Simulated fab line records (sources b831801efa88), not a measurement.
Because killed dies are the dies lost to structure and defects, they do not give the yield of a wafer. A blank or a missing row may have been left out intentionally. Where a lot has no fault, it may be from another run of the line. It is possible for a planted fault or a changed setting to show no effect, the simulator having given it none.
2 desks, one fault    flow gf180mcu    what lay behind the numbers comes last; until then each desk has only its own

== METROLOGY DESK ==
What the gauges read for every lot (on any tool): the sampled wafers with a number, averaged. A lot is out of limits, marked OUT, if its mean lies more than 4 standard deviations from the usual mean; the brackets give that distance.
Columns: A = cd_nm at GF_CONTACT_CD_MEAS_14, usual 220.2 nm
lot   first seen here  A
L504  day 15 18:04     220.8
L506  day 16 09:50     219.5
L508  day 17 08:34     219.0
L509  day 17 19:50     221.3
L513  day 19 08:59     220.6
L514  day 19 14:46     220.5
L519  day 21 21:28     221.8
L520  day 22 11:43     219.7
L521  day 23 01:35     221.1
L524  day 23 12:52     220.9
L525  day 23 17:46     220.0
L526  day 24 01:01     221.5
This desk's verdict: no lot among the 12 shows anything out of limits.

== TOOL OWNER'S DESK, rie_diel-02 ==
The tool's own readings at GF_CONTACT_ETCH_16 (etches BARC in N2/H2): means of the sampled wafers that have a number, for each lot that ran on this tool. A lot is out of limits, marked OUT, if its mean lies more than 4 standard deviations from the usual mean; the brackets give that distance.
Columns: A = bias_w at GF_CONTACT_ETCH_16, usual 100.0 W; B = chamber_pressure_mTorr at GF_CONTACT_ETCH_16, usual 30.007 mTorr; C = drypump_motor_current_A at GF_CONTACT_ETCH_16, usual 5.5 A; D = h2_flow_sccm at GF_CONTACT_ETCH_16, usual 199.9 sccm; E = oes_product_au at GF_CONTACT_ETCH_16, usual 0.854 a.u.; F = throttle_valve_pct at GF_CONTACT_ETCH_16, usual 13.224 %
lot   first seen here  A      B       C    D      E      F
L504  day 15 18:12     100.0  29.970  5.4  199.8  0.854  13.227
L509  day 17 19:56     100.1  29.995  5.4  199.6  0.852  13.233
L513  day 19 09:07     100.2  30.010  5.3  199.7  0.856  13.226
L514  day 19 14:55     100.2  30.023  5.2  200.2  0.854  13.225
This desk's verdict: no lot among the 4 shows anything out of limits.

== PUT TOGETHER ==
The metrology desk saw nothing out of limits.
The tool owner's desk saw nothing out of limits.

== WHAT WAS PUT IN BY THE SIMULATOR ==
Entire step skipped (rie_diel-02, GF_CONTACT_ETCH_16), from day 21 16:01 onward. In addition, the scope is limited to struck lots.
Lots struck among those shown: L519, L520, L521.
